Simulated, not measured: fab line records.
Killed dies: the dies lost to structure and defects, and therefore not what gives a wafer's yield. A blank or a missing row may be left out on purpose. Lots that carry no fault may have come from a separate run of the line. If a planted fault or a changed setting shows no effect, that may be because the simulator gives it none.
Struck lot and sound lot, side by side / flow sky130 / 18 steps out of a route of 708
Sound: wafers L277.2, L277.3, L277.4. Wafers struck: L288.3, L288.4, L288.5. The cause comes at the end.
Order at every step that has rows: each side's tool, ch and its chambers, its first start. Under that, the readings that differ: sound wafers / struck wafers / difference of the means / sigmas: that difference in standard deviations of wafers without a fault.
alike: readings whose means differ by less than 2 such deviations, and words and numbers that are the same on both sides. not compared: withheld readings, readings that some wafer has no value for, bounds like >300 that may hide the same value, and numbers for which the record gives no deviation and whose values overlap.
Wherever a step has rows on one side only, a row that says differs or no value, or a row with sigmas, the two part there. Numbers that have no deviation but don't overlap get no sigmas and don't part them. A reading missing from all wafers of one side parts the sides only when that side holds two or more wafers.

first, 5 steps without rows for these wafers: SKY_VIA4_COAT_06 (resist thk 1140 nm); SKY_VIA4_SOFTBAKE_07 (time 60 s); SKY_VIA4_EXPOSE_08 (exposes mask VIM4, target cd 800 nm); SKY_VIA4_PEB_09; SKY_VIA4_DEVELOP_10 (develop time 61.22 s).
SKY_VIA4_OVL_MEAS_11:
  sound on overlay-02, day 42 22:51; struck on overlay-01, day 45 23:10
  alike: VIA4_OVL
SKY_VIA4_ETCH_12: etches SiO2 in C4F8/O2/Ar, stops on TiN, target depth 580 nm.
  sound on rie diel-01 ch 0,2,3, day 42 22:53; struck on rie diel-03 ch 0,1,2, day 45 23:11
  alike: oes product au
SKY_VIA4_STRIP_13: strips in O2/N2.
  sound on plasma asher-02 ch 0,1, day 42 22:58; struck on plasma asher-02 ch 0,1, day 45 23:17
  alike: drypump motor current A, oes product au, strip time to endpoint s
  not compared: rf hours counter h
then, 3 steps without rows for these wafers: SKY_VIA4_STRIP_14 (strips in post etch residue remover, time 1200 s); SKY_VIA4_CLEAN_15 (cleans in IPA, time 180 s); SKY_VIA4_CLEAN_16 (cleans in O3/DIW).
SKY_VIA4_SPUTTER_17: material TiN, target thk 20 nm, time 80 s.
  sound on pvd sputter-02, day 42 23:33; struck on pvd sputter-01, day 45 23:53
  alike: chamber pressure pa, throttle valve pct
SKY_VIA4_CVD_18: deposits W, target thk 505 nm, time 152.14 s.
  sound on cvd w-01 ch 0,1, day 42 23:37; struck on cvd w-01 ch 0,1, day 45 23:59
reading=model.W_of_VIA4_CVD_18.thk nm (nm); sound=509.4 505.3 506.6; struck=221.6 218.8 221.8; difference=-286.4; sigmas=
  alike: heater power w
SKY_VIA4_RS_MEAS_19: measurement is done with a four-point probe.
  sound on film metro-04, day 42 23:47; struck on film metro-01, day 46 00:08
reading=VIA4_W_RS (ohm/sq); sound=0.2248 0.2263 0.2262; struck=0.5225 0.5296 0.5228; difference=+0.2992; sigmas=+99 or more
SKY_VIA4_THK_MEAS_20: measures by xrf.
  sound on film metro-04, day 42 23:53; struck on film metro-01, day 46 00:14
reading=VIA4_W_THK (nm); sound=523 524 524; struck=226 224 227; difference=-298; sigmas=-42
SKY_VIA4_CMP_21: polishes, stops on SiO2, t overpolish 25 s, target thk 0 nm.
  sound on cmp-01 ch 1,2,3, day 42 23:59; struck on cmp-01 ch 1,2, day 46 00:29
reading=time to endpoint s (s); sound=125 131 127; struck=54 51 53; difference=-75; sigmas=-19
  alike: motor current A
SKY_METAL5_SPUTTER_00: material Ti, target thk 15 nm, time 10 s.
  sound on pvd sputter-03, day 43 00:14; struck on pvd sputter-01, day 46 00:47
  alike: chamber pressure pa, throttle valve pct
-- the record jumps here: 3 days lie between the struck wafers' starts before and after (it left off in module METAL5 and takes up again in module PAD_OPEN, whose first step shown is number 708 of the route) --
SKY_PAD_OPEN_PROBE_99:
  sound on prober-01, day 45 21:17; struck on prober-02, day 48 14:37
reading=model.etest.via4 chain.rc ohm; sound=0.7704 0.7846 0.7596; struck=0.8605 0.8373 0.8397; difference=+0.0743; sigmas=
  alike: defect limited yield, killed_at_M0_to_M3, killed_at_M4_up, killed at contacts, killed at front end, killed at other, killed dies, killed open, killed short, sort_bin_3_pad_short, sort_bin_5_function, sort_bin_6_memory, sort n pass, sort yield pct

== WHERE THEY PART ==
Earliest at SKY_VIA4_RS_MEAS_19; latest, in this record, at SKY_VIA4_CMP_21. Later steps at which nothing parts them and some readings are alike: SKY_METAL5_SPUTTER_00, SKY_PAD_OPEN_PROBE_99.

WHY: the cause the simulator had injected
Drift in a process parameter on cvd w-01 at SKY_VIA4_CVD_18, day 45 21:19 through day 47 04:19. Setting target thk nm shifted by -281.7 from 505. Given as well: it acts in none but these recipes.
